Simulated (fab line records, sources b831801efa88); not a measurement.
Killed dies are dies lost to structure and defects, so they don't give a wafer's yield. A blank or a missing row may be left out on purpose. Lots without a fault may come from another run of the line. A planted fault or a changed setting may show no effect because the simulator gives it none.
A struck lot beside a sound one | flow sky130 | 15 steps out of a route of 708
Sound: wafers L369.3, L369.4, L369.6. Struck: wafers L375.1, L375.2, L375.6. The cause comes at the end.
At each step with rows: each side's tool, then ch and its chambers, then its first start. Under that, the readings that differ: sound wafers | struck wafers | difference of the means | sigmas: that difference in standard deviations of wafers without a fault.
alike: readings whose means differ by less than 2 such deviations, and words and numbers that are the same on both sides. not compared: withheld readings, readings that some wafer has no value for, bounds like >300 that may hide the same value, and numbers for which the record gives no deviation and whose values overlap.
The two part at a step that has a row with sigmas, a row that says differs or no value, or rows on one side only. Numbers that don't overlap but have no deviation are shown without sigmas and don't part them. A reading that every wafer of one side lacks parts them only if that side has two wafers or more.

first, 7 steps without rows for these wafers: SKY_LDD_LDN_DEHYDRATE_00 (time 60 s); SKY_LDD_LDN_HMDS_01 (prime time 60 s); SKY_LDD_LDN_COAT_02 (resist thk 1140 nm); SKY_LDD_LDN_SOFTBAKE_03 (time 60 s); SKY_LDD_LDN_EXPOSE_04 (exposes mask LDNTM, target cd 700 nm); SKY_LDD_LDN_PEB_05; SKY_LDD_LDN_DEVELOP_06 (develop time 60 s).
SKY_LDD_LDN_OVL_MEAS_07:
  sound on overlay-02, day 22 19:05; struck on overlay-02, day 25 08:47
  alike: LDD_LDN_OVL
then, 4 steps without rows for these wafers: SKY_LDD_LDN_IMPLANT_08; SKY_LDD_LDN_IMPLANT_09; SKY_LDD_LDN_IMPLANT_10; SKY_LDD_LDN_IMPLANT_11.
SKY_LDD_LDN_STRIP_12: strips in O2/N2.
  sound on plasma_asher-04 ch 0,1, day 22 19:44; struck on plasma_asher-02 ch 0,1, day 25 09:25
  no value came back on the struck wafers for chamber_pressure_mTorr (mTorr), drypump_motor_current_A (A), oes_product_au (a.u.), strip_time_to_endpoint_s (s); on the sound wafers chamber_pressure_mTorr (mTorr) reads 1499.5 1502.0 1501.3
  reading                                      | sound | struck         | difference | sigmas
  model.NOVOLAK_of_LDD_LDN_COAT_02.thk_nm (nm) | 0 0 0 | 1139 1141 1141 | +1140      |
  not compared: rf_hours_counter_h
SKY_LDD_LDN_TW_MEAS_13:
  sound on film_metro-03, day 22 19:49; struck on film_metro-03, day 25 09:31
  alike: LDD_LDN_TW
-- the record jumps here: 22 days lie between the struck wafers' starts before and after (it left off in module LDD_LDN and takes up again in module PAD_OPEN, whose first step shown is number 708 of the route) --
SKY_PAD_OPEN_PROBE_99:
  the record has rows for the struck wafers here (prober-02, day 47 09:38) and none for the sound ones

WHERE THEY PART
First at SKY_LDD_LDN_STRIP_12; last, within this record, at SKY_PAD_OPEN_PROBE_99.

WHY: what the simulator had put in
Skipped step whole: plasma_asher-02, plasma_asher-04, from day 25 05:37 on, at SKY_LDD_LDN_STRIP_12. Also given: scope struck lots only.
